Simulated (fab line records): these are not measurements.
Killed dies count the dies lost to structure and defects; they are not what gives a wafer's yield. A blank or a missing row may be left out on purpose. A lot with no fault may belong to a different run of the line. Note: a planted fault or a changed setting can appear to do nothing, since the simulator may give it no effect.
fab line records -- flow gf180mcu
record lots=5, wafers=15, last-day=33
route steps=602 shown M4@468 V4@476
lots with no fault: from the same line, run without faults
start-h: the number of hours between the record's first day and the start of the first shown wafer of the lot -- wait-h: hours since the lot's step before -- " repeats the value in the row above -- L1.1+2: several wafers, shown together as one row -- - either no value or no given start -- * or withheld: withheld -- < > ~ a bound
route shown NAME@n: a module of which the file shows steps, and the number in the route of the first -- usual: mean/standard deviation of fault-free wafers -- same: alike in all rows -- chamber/n: place in a boat -- sites: per-site readings -- _std_site: standard deviation across them -- _edge_site: outer sites' mean less inner sites' -- radius-mm: for every site, how far away it sits from the centre of the wafer -- mask NAME#n: copy n -- behind: the tool/chamber that last shaped the wafer -- hold: cause of the lot's hold/its duration in hours/its outcome -- device: whichever transistor did not switch (one of n, p or np) -- end of line: tests of these same wafers at the route's end -- step lacking rows: just its recipe -- killed: dies that structure and defects cost at the first sort, which is not the same as the wafer's yield -- map: a wafer's dies, marking killed ones x, the rest . and places with no die _
set.NAME: setting as actually run; set.NAME@STEP: the setting as run at that earlier step -- model.NAME: the simulator's own value behind a step, which no gauge read
lots seen at some steps along the route; tables by step, rows by wafer
services: when a tool's chamber went out of use (start-h, in hours from the record's first day, below 0 if earlier), for how many hours, and the reason
## steps
# step GF_M4_PEB_12
# recipe peb-temp-c=135, peb-time-s=90, resist=KrF
lot.wafer,tool,chamber,start-h,wait-h
L074.2+4+5,litho-track-03,0,-,-
L078.1+2+6,litho-track-02,0,-,-
L082.2+3+6,litho-track-03,0,-,-
L088.1+2+6,litho-track-03,0,-,-
L093.1+3+5,litho-track-03,0,-,-
# step GF_M4_DEVELOP_13
# recipe develop-time-s=60, dev-temp-c=21
lot.wafer,tool,chamber,start-h,wait-h
L074.2+4+5,litho-track-03,0,531.63,0.2
L078.1+2+6,litho-track-02,0,569.80,0.2
L082.2+3+6,litho-track-03,0,604.63,0.2
L088.1+2+6,litho-track-03,0,650.86,0.2
L093.1+3+5,litho-track-03,0,683.31,0.2
# step GF_M4_CD_MEAS_14
# recipe target-cd-nm=280
# usual cd-nm=279.9/0.93
lot.wafer,tool,chamber,start-h,wait-h,cd-nm
L074.2,cd-sem-01,-,531.78,0.1,280.1
L074.4,cd-sem-01,-,531.78,0.1,279.0
L074.5,cd-sem-01,-,531.78,0.1,279.9
L078.1,cd-sem-02,-,569.95,0.1,280.1
L078.2,cd-sem-02,-,569.95,0.1,278.3
L078.6,cd-sem-02,-,569.95,0.1,279.3
L082.2,cd-sem-02,-,604.78,0.1,280.7
L082.3,cd-sem-02,-,604.78,0.1,281.3
L082.6,cd-sem-02,-,604.78,0.1,281.0
L088.1,cd-sem-01,-,651.01,0.1,279.4
L088.2,cd-sem-01,-,651.01,0.1,280.0
L088.6,cd-sem-01,-,651.01,0.1,280.3
L093.1,cd-sem-02,-,683.46,0.1,281.2
L093.3,cd-sem-02,-,683.46,0.1,281.0
L093.5,cd-sem-02,-,683.46,0.1,280.7
# step GF_M4_OVL_MEAS_15
# usual M4_OVL=1/6.3
lot.wafer,tool,chamber,start-h,wait-h,M4_OVL[nm]
L074.2,overlay-01,-,531.88,0.1,6
L074.4,overlay-01,-,531.88,0.1,4
L074.5,overlay-01,-,531.88,0.1,0
L078.1,overlay-02,-,570.07,0.1,4
L078.2,overlay-02,-,570.07,0.1,8
L078.6,overlay-02,-,570.07,0.1,10
L082.2,overlay-02,-,604.88,0.1,5
L082.3,overlay-02,-,604.88,0.1,6
L082.6,overlay-02,-,604.88,0.1,4
L088.1,overlay-01,-,651.13,0.1,-13
L088.2,overlay-01,-,651.13,0.1,-8
L088.6,overlay-01,-,651.13,0.1,-9
L093.1,overlay-02,-,683.58,0.1,7
L093.3,overlay-02,-,683.58,0.1,8
L093.5,overlay-02,-,683.58,0.1,8
# step GF_M4_METAL_ETCH_16
# recipe chemistry=Cl2/BCl3, mask-material=KrF, target-depth-nm=750.8, stop-on=SiO2, pressure-mtorr=8, icp-w=800, bias-w=140, Cl2_flow_sccm=80, bcl3-flow-sccm=40, time-s=125.1
# usual drypump-motor-current-A=5.8/0.54, oes-product-au=0.989/0.0061, throttle-valve-pct=28.232/0.011
lot.wafer,tool,chamber,start-h,wait-h,drypump-motor-current-A,oes-product-au,rf-hours-counter-h,throttle-valve-pct
L074.2,rie-metal-03,0,531.96,0.1,6.4,0.999,-,28.233
L074.4,rie-metal-03,0,531.96,0.1,6.4,0.993,-,28.223
L074.5,rie-metal-03,0,531.96,0.1,6.4,0.998,-,28.234
L078.1,rie-metal-04,1,570.10,0.0,5.1,0.990,9,28.229
L078.2,rie-metal-04,0,570.10,0.0,6.0,0.995,1,28.214
L078.6,rie-metal-04,1,570.10,0.0,5.1,0.990,-,28.230
L082.2,rie-metal-04,0,604.91,0.0,6.0,0.986,2,28.230
L082.3,rie-metal-04,0,604.91,0.0,6.0,0.989,-,28.235
L082.6,rie-metal-04,1,604.91,0.0,5.1,0.982,-,28.233
L088.1,rie-metal-02,1,651.16,0.0,5.4,0.995,14,28.207
L088.2,rie-metal-02,0,651.16,0.0,6.3,0.993,1,28.251
L088.6,rie-metal-02,1,651.16,0.0,5.5,1.000,-,28.214
L093.1,rie-metal-02,1,683.61,0.0,5.4,0.993,15,28.222
L093.3,rie-metal-02,0,683.61,0.0,6.4,0.986,-,28.234
L093.5,rie-metal-02,1,683.61,0.0,5.4,0.987,-,28.230
# step GF_M4_STRIP_17
# recipe chemistry=O2/N2, power-w=1400, pressure-mtorr=1500, platen-temp-c=250, o2-flow-sccm=3000, n2-flow-sccm=300, overash-fraction=0.5
# usual drypump-motor-current-A=5.8/0.37, heater-power-w=331/21, n2-flow-sccm=300.0/0.84, oes-product-au=0.538/0.005, strip-time-to-endpoint-s=7.41/0.045
# same overash-fraction=0.5
lot.wafer,tool,chamber,start-h,wait-h,drypump-motor-current-A,heater-power-w,n2-flow-sccm,oes-product-au,rf-hours-counter-h,strip-time-to-endpoint-s
L074.2,plasma-asher-03,1,532.17,0.2,5.1,357,300.4,0.530,12,7.39
L074.4,plasma-asher-03,0,532.17,0.2,5.7,323,301.0,0.541,-,7.34
L074.5,plasma-asher-03,1,532.17,0.2,5.1,359,299.1,0.538,-,7.37
L078.1,plasma-asher-01,1,570.23,0.1,5.4,344,298.8,0.535,80,7.43
L078.2,plasma-asher-01,0,570.23,0.1,6.0,351,298.2,0.540,80,7.44
L078.6,plasma-asher-01,1,570.23,0.1,5.3,340,299.9,0.539,-,7.35
L082.2,plasma-asher-02,0,605.04,0.1,6.3,301,299.4,0.537,54,7.46
L082.3,plasma-asher-02,1,605.04,0.1,5.8,323,300.5,0.539,-,7.48
L082.6,plasma-asher-02,0,605.04,0.1,6.2,306,301.1,0.537,-,7.40
L088.1,plasma-asher-03,1,651.29,0.1,5.1,358,299.3,0.538,26,7.41
L088.2,plasma-asher-03,0,651.29,0.1,5.7,313,300.1,0.539,26,7.43
L088.6,plasma-asher-03,1,651.29,0.1,5.1,353,300.2,0.540,-,7.37
L093.1,plasma-asher-02,1,683.74,0.1,5.7,320,299.6,0.538,62,7.39
L093.3,plasma-asher-02,1,683.74,0.1,5.7,329,299.4,0.540,-,7.41
L093.5,plasma-asher-02,0,683.74,0.1,6.3,301,299.7,0.534,-,7.37
# step GF_M4_STRIP_18
# recipe chemistry=post-etch-residue-remover, time-s=1200, temp-c=72.5
# usual bath-heat-duty-pct=14.3/1.4
lot.wafer,tool,chamber,start-h,wait-h,bath-heat-duty-pct
L074.2,wet-bench-02,0,532.27,0.1,12.6
L074.4,wet-bench-02,0,532.27,0.1,12.9
L074.5,wet-bench-02,0,532.27,0.1,12.5
L078.1,wet-bench-04,0,570.33,0.1,13.2
L078.2,wet-bench-04,0,570.33,0.1,12.6
L078.6,wet-bench-04,0,570.33,0.1,12.8
L082.2,wet-bench-04,1,605.14,0.1,14.1
L082.3,wet-bench-04,1,605.14,0.1,15.0
L082.6,wet-bench-04,1,605.14,0.1,12.8
L088.1,wet-bench-04,0,651.39,0.1,12.7
L088.2,wet-bench-04,0,651.39,0.1,13.4
L088.6,wet-bench-04,0,651.39,0.1,12.1
L093.1,wet-bench-02,0,683.84,0.1,13.2
L093.3,wet-bench-02,0,683.84,0.1,12.8
L093.5,wet-bench-02,0,683.84,0.1,12.8
# step GF_M4_CLEAN_19
# recipe chemistry=DIW, dry=n2-spin
lot.wafer,tool,chamber,start-h,wait-h
L074.2+4+5,wet-bench-01,3,532.65,0.0
L078.1+2+6,wet-bench-02,0,570.67,0.0
L082.2+3+6,wet-bench-04,2,605.48,0.0
L088.1+2+6,wet-bench-01,3,651.73,0.0
L093.1+3+5,wet-bench-04,2,684.22,0.0
# step GF_V4_CVD_00
# recipe material=SiO2, target-thk-nm=600, sigma-open-frac=0.3, temp-c=400, time-s=100, sih4-flow-sccm=60, pressure-mtorr=6
lot.wafer,tool,chamber,start-h,wait-h
L074.2+4+5,hdpcvd-02,"2,0,2",532.75,0.0
L078.1+2+6,hdpcvd-01,"2,0,2",570.77,0.0
L082.2+3+6,hdpcvd-01,"2,0,0",605.58,0.0
L088.1+2+6,hdpcvd-01,"0,2,2",651.83,0.0
L093.1+3+5,hdpcvd-02,"1,0,2",684.31,0.0
# step GF_V4_THK_MEAS_01
# recipe reads=SiO2_of_V4_CVD_00
# usual V4_CVD_00_THK=601/5.6
lot.wafer,tool,chamber,start-h,wait-h,V4_CVD_00_THK[nm]
L074.2,film-metro-01,-,532.83,0.0,592
L074.4,film-metro-01,-,532.83,0.0,608
L074.5,film-metro-01,-,532.83,0.0,599
L078.1,film-metro-03,-,570.85,0.0,597
L078.2,film-metro-03,-,570.85,0.0,609
L078.6,film-metro-03,-,570.85,0.0,600
L082.2,film-metro-01,-,605.66,0.0,597
L082.3,film-metro-01,-,605.66,0.0,609
L082.6,film-metro-01,-,605.66,0.0,612
L088.1,film-metro-04,-,651.90,0.0,599
L088.2,film-metro-04,-,651.90,0.0,592
L088.6,film-metro-04,-,651.90,0.0,598
L093.1,film-metro-04,-,684.38,0.0,601
L093.3,film-metro-04,-,684.38,0.0,597
L093.5,film-metro-04,-,684.38,0.0,601
# step GF_V4_CVD_02
# recipe material=SiO2, target-thk-nm=850, precursor=TEOS, temp-c=400, time-s=94.851, rf-w=600
# usual heater-power-w=634/120
lot.wafer,tool,chamber,start-h,wait-h,heater-power-w,since-wet-clean-h
L074.2,pecvd-01,1,532.88,0.0,489,358
L074.4,pecvd-01,0,532.88,0.0,517,-
L074.5,pecvd-01,2,532.88,0.0,883,-
L078.1,pecvd-01,0,570.91,0.1,500,396
L078.2,pecvd-01,2,570.91,0.1,820,396
L078.6,pecvd-01,0,570.91,0.1,544,-
L082.2,pecvd-04,1,605.71,0.0,627,223
L082.3,pecvd-04,0,605.71,0.0,608,223
L082.6,pecvd-04,2,605.71,0.0,627,-
L088.1,pecvd-01,2,651.96,0.1,832,477
L088.2,pecvd-01,0,651.96,0.1,524,477
L088.6,pecvd-01,1,651.96,0.1,576,-
L093.1,pecvd-04,0,684.44,0.1,605,302
L093.3,pecvd-04,1,684.44,0.1,591,302
L093.5,pecvd-04,0,684.44,0.1,613,-
# step GF_V4_THK_MEAS_03
# recipe reads=SiO2_of_V4_CVD_02
# usual V4_CVD_02_THK=853/11
lot.wafer,tool,chamber,start-h,wait-h,V4_CVD_02_THK[nm]
L074.2,film-metro-03,-,532.96,0.0,847
L074.4,film-metro-03,-,532.96,0.0,870
L074.5,film-metro-03,-,532.96,0.0,876
L078.1,film-metro-01,-,570.98,0.0,853
L078.2,film-metro-01,-,570.98,0.0,865
L078.6,film-metro-01,-,570.98,0.0,875
L082.2,film-metro-04,-,605.79,0.0,841
L082.3,film-metro-04,-,605.79,0.0,843
L082.6,film-metro-04,-,605.79,0.0,865
L088.1,film-metro-04,-,652.03,0.0,840
L088.2,film-metro-04,-,652.03,0.0,844
L088.6,film-metro-04,-,652.03,0.0,845
L093.1,film-metro-04,-,684.53,0.1,852
L093.3,film-metro-04,-,684.53,0.1,852
L093.5,film-metro-04,-,684.53,0.1,865
# step GF_V4_CMP_04
# recipe material=SiO2, down-force-psi=4, platen-rpm=60, pad-velocity-m-s=0.94248
# usual motor-current-A=12.4/1.2, time-to-endpoint-s=84/5.8
lot.wafer,tool,chamber,start-h,wait-h,motor-current-A,time-to-endpoint-s
L074.4,cmp-01,3,533.01,0.0,13.0,94
L074.2,cmp-01,2,533.01,0.0,11.8,81
L074.5,cmp-01,0,533.01,0.0,14.5,93
L078.2,cmp-01,0,571.04,0.0,13.2,88
L078.1,cmp-01,3,571.04,0.0,12.3,89
L078.6,cmp-01,1,571.04,0.0,13.0,88
L082.2,cmp-01,3,605.94,0.1,13.6,85
L082.3,cmp-01,0,605.94,0.1,14.7,85
L082.6,cmp-01,2,605.94,0.1,11.5,95
L088.1,cmp-01,1,652.35,0.3,13.5,79
L088.2,cmp-01,0,652.35,0.3,13.9,80
L088.6,cmp-01,1,652.35,0.3,13.8,79
L093.1,cmp-02,2,684.78,0.2,10.8,84
L093.3,cmp-02,1,684.78,0.2,12.1,78
L093.5,cmp-02,2,684.78,0.2,10.8,88
# step GF_V4_BOW_MEAS_05
# recipe mode=bow
# usual V4_BOW=135/7.7
lot.wafer,tool,chamber,start-h,wait-h,V4_BOW[um]
L074.2,film-metro-04,-,533.33,0.1,135
L074.4,film-metro-04,-,533.33,0.1,134
L074.5,film-metro-04,-,533.33,0.1,143
L078.1,film-metro-03,-,571.34,0.1,128
L078.2,film-metro-03,-,571.34,0.1,140
L078.6,film-metro-03,-,571.34,0.1,127
L082.2,film-metro-03,-,606.16,0.2,145
L082.3,film-metro-03,-,606.16,0.2,139
L082.6,film-metro-03,-,606.16,0.2,139
L088.1,film-metro-03,-,652.65,0.2,131
L088.2,film-metro-03,-,652.65,0.2,129
L088.6,film-metro-03,-,652.65,0.2,130
L093.1,film-metro-01,-,685.08,0.2,127
L093.3,film-metro-01,-,685.08,0.2,123
L093.5,film-metro-01,-,685.08,0.2,119
# step GF_V4_DEHYDRATE_06
# recipe temp-c=200, time-s=60
lot.wafer,tool,chamber,start-h,wait-h
L074.2+4+5,litho-track-01,0,544.62,11.3
L078.1+2+6,litho-track-01,0,581.24,9.9
L082.2+3+6,litho-track-02,0,615.52,9.3
L088.1+2+6,litho-track-01,0,661.74,9.1
L093.1+3+5,litho-track-04,0,694.20,9.1
# step GF_V4_HMDS_07
# recipe prime-time-s=60, prime-temp-c=120
lot.wafer,tool,chamber,start-h,wait-h
L074.2+4+5,litho-track-01,0,544.77,0.1
L078.1+2+6,litho-track-01,0,581.39,0.1
L082.2+3+6,litho-track-02,0,615.67,0.1
L088.1+2+6,litho-track-01,0,661.89,0.1
L093.1+3+5,litho-track-04,0,694.35,0.1
# step GF_V4_COAT_08
# recipe resist=BARC, temp-c=withheld, time-s=withheld, spin-rpm=withheld, resist-thk-nm=withheld
# usual dispense-pressure-kPa=52/5.8
lot.wafer,tool,chamber,start-h,wait-h,dispense-pressure-kPa
L074.2,litho-track-01,0,544.92,0.1,57
L074.4,litho-track-01,0,544.92,0.1,57
L074.5,litho-track-01,0,544.92,0.1,57
L078.1,litho-track-01,0,581.54,0.1,57
L078.2,litho-track-01,0,581.54,0.1,57
L078.6,litho-track-01,0,581.54,0.1,57
L082.2,litho-track-02,0,615.82,0.1,53
L082.3,litho-track-02,0,615.82,0.1,53
L082.6,litho-track-02,0,615.82,0.1,53
L088.1,litho-track-01,0,662.04,0.1,57
L088.2,litho-track-01,0,662.04,0.1,57
L088.6,litho-track-01,0,662.04,0.1,57
L093.1,litho-track-04,0,694.50,0.1,43
L093.3,litho-track-04,0,694.50,0.1,43
L093.5,litho-track-04,0,694.50,0.1,43
# step GF_V4_COAT_09
# recipe resist=KrF, spin-rpm=withheld, resist-thk-nm=1000
# usual dispense-pressure-kPa=52/5.8
lot.wafer,tool,chamber,start-h,wait-h,dispense-pressure-kPa
L074.2,litho-track-01,0,-,-,57
L074.4,litho-track-01,0,-,-,57
L074.5,litho-track-01,0,-,-,57
L078.1,litho-track-01,0,-,-,57
L078.2,litho-track-01,0,-,-,57
L078.6,litho-track-01,0,-,-,57
L082.2,litho-track-02,0,-,-,53
L082.3,litho-track-02,0,-,-,53
L082.6,litho-track-02,0,-,-,53
L088.1,litho-track-01,0,-,-,57
L088.2,litho-track-01,0,-,-,57
L088.6,litho-track-01,0,-,-,57
L093.1,litho-track-04,0,-,-,43
L093.3,litho-track-04,0,-,-,43
L093.5,litho-track-04,0,-,-,43
# step GF_V4_SOFTBAKE_10
# recipe temp-c=130, time-s=60, resist=KrF
lot.wafer,tool,chamber,start-h,wait-h
L074.2+4+5,litho-track-01,0,-,-
L078.1+2+6,litho-track-01,0,-,-
L082.2+3+6,litho-track-02,0,-,-
L088.1+2+6,litho-track-01,0,-,-
L093.1+3+5,litho-track-04,0,-,-
# step GF_V4_EXPOSE_11
# recipe mask-id=Via4, target-cd-nm=260, na=0.68, source-shape=conventional, sigma-outer=0.6, dose-mj=38
lot.wafer,tool,chamber,start-h,wait-h,mask
L074.2+4+5,krf-scanner-02,0,-,-,Via4#0
L078.1+2+6,krf-scanner-01,0,-,-,Via4#0
L082.2+3+6,krf-scanner-02,0,-,-,Via4#0
L088.1+2+6,krf-scanner-02,0,-,-,Via4#0
L093.1+3+5,krf-scanner-02,0,-,-,Via4#0
# step GF_V4_PEB_12
# recipe peb-temp-c=135, peb-time-s=90, resist=KrF
lot.wafer,tool,chamber,start-h,wait-h
L074.2+4+5,litho-track-01,0,-,-
L078.1+2+6,litho-track-02,0,-,-
L082.2+3+6,litho-track-04,0,-,-
L088.1+2+6,litho-track-01,0,-,-
L093.1+3+5,litho-track-01,0,-,-
# step GF_V4_DEVELOP_13
# recipe develop-time-s=60, resist=KrF, dev-temp-c=21
lot.wafer,tool,chamber,start-h,wait-h
L074.2+4+5,litho-track-01,0,556.12,0.2
L078.1+2+6,litho-track-02,0,591.90,0.2
L082.2+3+6,litho-track-04,0,626.27,0.2
L088.1+2+6,litho-track-01,0,671.99,0.2
L093.1+3+5,litho-track-01,0,703.69,0.2
# step GF_V4_CD_MEAS_14
# recipe target-cd-nm=260
# usual cd-nm=260.2/1.3
lot.wafer,tool,chamber,start-h,wait-h,cd-nm
L074.2,cd-sem-01,-,556.26,0.1,259.3
L074.4,cd-sem-01,-,556.26,0.1,259.9
L074.5,cd-sem-01,-,556.26,0.1,260.3
L078.1,cd-sem-02,-,592.05,0.1,259.5
L078.2,cd-sem-02,-,592.05,0.1,259.9
L078.6,cd-sem-02,-,592.05,0.1,260.3
L082.2,cd-sem-02,-,626.42,0.1,261.2
L082.3,cd-sem-02,-,626.42,0.1,262.1
L082.6,cd-sem-02,-,626.42,0.1,261.3
L088.1,cd-sem-02,-,672.14,0.1,259.9
L088.2,cd-sem-02,-,672.14,0.1,259.4
L088.6,cd-sem-02,-,672.14,0.1,260.9
L093.1,cd-sem-01,-,703.84,0.1,259.4
L093.3,cd-sem-01,-,703.84,0.1,257.9
L093.5,cd-sem-01,-,703.84,0.1,259.8
# step GF_V4_OVL_MEAS_15
# usual V4_OVL=3/4.4
lot.wafer,tool,chamber,start-h,wait-h,V4_OVL[nm]
L074.2,overlay-02,-,556.37,0.1,4
L074.4,overlay-02,-,556.37,0.1,9
L074.5,overlay-02,-,556.37,0.1,6
L078.1,overlay-02,-,592.17,0.1,4
L078.2,overlay-02,-,592.17,0.1,-2
L078.6,overlay-02,-,592.17,0.1,4
L082.2,overlay-01,-,626.52,0.1,8
L082.3,overlay-01,-,626.52,0.1,8
L082.6,overlay-01,-,626.52,0.1,5
L088.1,overlay-02,-,672.26,0.1,-1
L088.2,overlay-02,-,672.26,0.1,-3
L088.6,overlay-02,-,672.26,0.1,3
L093.1,overlay-02,-,703.96,0.1,-1
L093.3,overlay-02,-,703.96,0.1,-7
L093.5,overlay-02,-,703.96,0.1,-8
# step GF_V4_ETCH_16
# recipe chemistry=N2/H2, target-depth-a=withheld, overetch-a=withheld, time-s=withheld, target=BARC, ion-energy-ev=200, source-w=500, bias-w=100, pressure-mtorr=30, n2-flow-sccm=100, h2-flow-sccm=200
# usual drypump-motor-current-A=5.5/0.4, n2-flow-sccm=99.98/0.29, oes-product-au=0.854/0.0048, throttle-valve-pct=13.224/0.0094
lot.wafer,tool,chamber,start-h,wait-h,drypump-motor-current-A,n2-flow-sccm,oes-product-au,throttle-valve-pct
L074.2,rie-diel-04,2,556.40,0.0,5.7,100.00,0.857,13.223
L074.4,rie-diel-04,3,556.40,0.0,5.8,100.09,0.860,13.224
L074.5,rie-diel-04,1,556.40,0.0,5.2,99.57,0.849,13.229
L078.1,rie-diel-03,0,592.20,0.0,5.0,100.15,0.859,13.225
L078.2,rie-diel-03,3,592.20,0.0,5.8,100.06,0.858,13.223
L078.6,rie-diel-03,3,592.20,0.0,5.8,100.16,0.855,13.223
L082.2,rie-diel-03,1,626.55,0.0,5.1,99.86,0.852,13.217
L082.3,rie-diel-03,2,626.55,0.0,5.6,99.64,0.854,13.193
L082.6,rie-diel-03,1,626.55,0.0,5.1,100.07,0.853,13.221
L088.1,rie-diel-03,3,672.30,0.0,5.7,100.41,0.854,13.231
L088.2,rie-diel-03,2,672.30,0.0,5.5,100.25,0.858,13.210
L088.6,rie-diel-03,2,672.30,0.0,5.5,100.03,0.851,13.226
L093.1,rie-diel-02,1,704.00,0.0,6.2,100.50,0.848,13.224
L093.3,rie-diel-02,3,704.00,0.0,6.1,100.06,0.851,13.224
L093.5,rie-diel-02,2,704.00,0.0,5.1,99.63,0.854,13.215
# step GF_V4_ETCH_17
# recipe chemistry=C4F8/O2/Ar, mask-material=KrF, target=SiO2, stop-on=TiN, source-w=1500, bias-w=1200, pressure-mtorr=40, c4f8-flow-sccm=withheld, O2_flow_sccm=6, Ar_flow_sccm=300, time-s=withheld, target-depth-a=6300
# usual oes-product-au=0.856/0.0046
lot.wafer,tool,chamber,start-h,wait-h,oes-product-au
L074.2,rie-diel-04,2,-,-,0.856
L074.4,rie-diel-04,3,-,-,0.861
L074.5,rie-diel-04,1,-,-,0.853
L078.1,rie-diel-03,0,-,-,0.856
L078.2,rie-diel-03,3,-,-,0.852
L078.6,rie-diel-03,3,-,-,0.860
L082.2,rie-diel-03,1,-,-,0.860
L082.3,rie-diel-03,2,-,-,0.851
L082.6,rie-diel-03,1,-,-,0.856
L088.1,rie-diel-03,3,-,-,0.851
L088.2,rie-diel-03,2,-,-,0.856
L088.6,rie-diel-03,2,-,-,0.865
L093.1,rie-diel-02,1,-,-,0.859
L093.3,rie-diel-02,3,-,-,0.855
L093.5,rie-diel-02,2,-,-,0.858
## services
tool,chamber,start-h,hours,kind
rie-diel-03,2,517.22,1.6,repair
rie-diel-03,-,517.30,0.8,repair
rie-diel-03,0,519.42,9.6,repair
pecvd-01,0,520.09,9.6,repair
cmp-01,-,520.55,6.6,pm
krf-scanner-02,-,522.98,0.8,pm
krf-scanner-02,-,529.43,1.3,pm
rie-diel-03,2,537.93,6.3,repair
hdpcvd-01,0,537.99,20.2,repair
hdpcvd-01,-,539.25,15.0,pm
krf-scanner-02,-,541.98,0.3,repair
rie-diel-03,1,544.62,5.6,repair
krf-scanner-02,-,547.63,1.0,pm
rie-diel-03,3,554.44,5.2,repair
cmp-01,-,572.30,4.0,pm
rie-diel-03,2,578.33,1.3,repair
pecvd-01,-,594.75,6.0,pm
krf-scanner-02,-,602.37,1.8,repair
wet-bench-02,-,604.83,2.2,repair
rie-diel-03,0,609.73,7.4,repair
rie-diel-03,0,633.12,6.9,repair
krf-scanner-02,-,671.61,4.0,pm
rie-diel-03,3,688.33,7.1,repair
krf-scanner-02,-,691.78,0.8,pm
## key
fault none
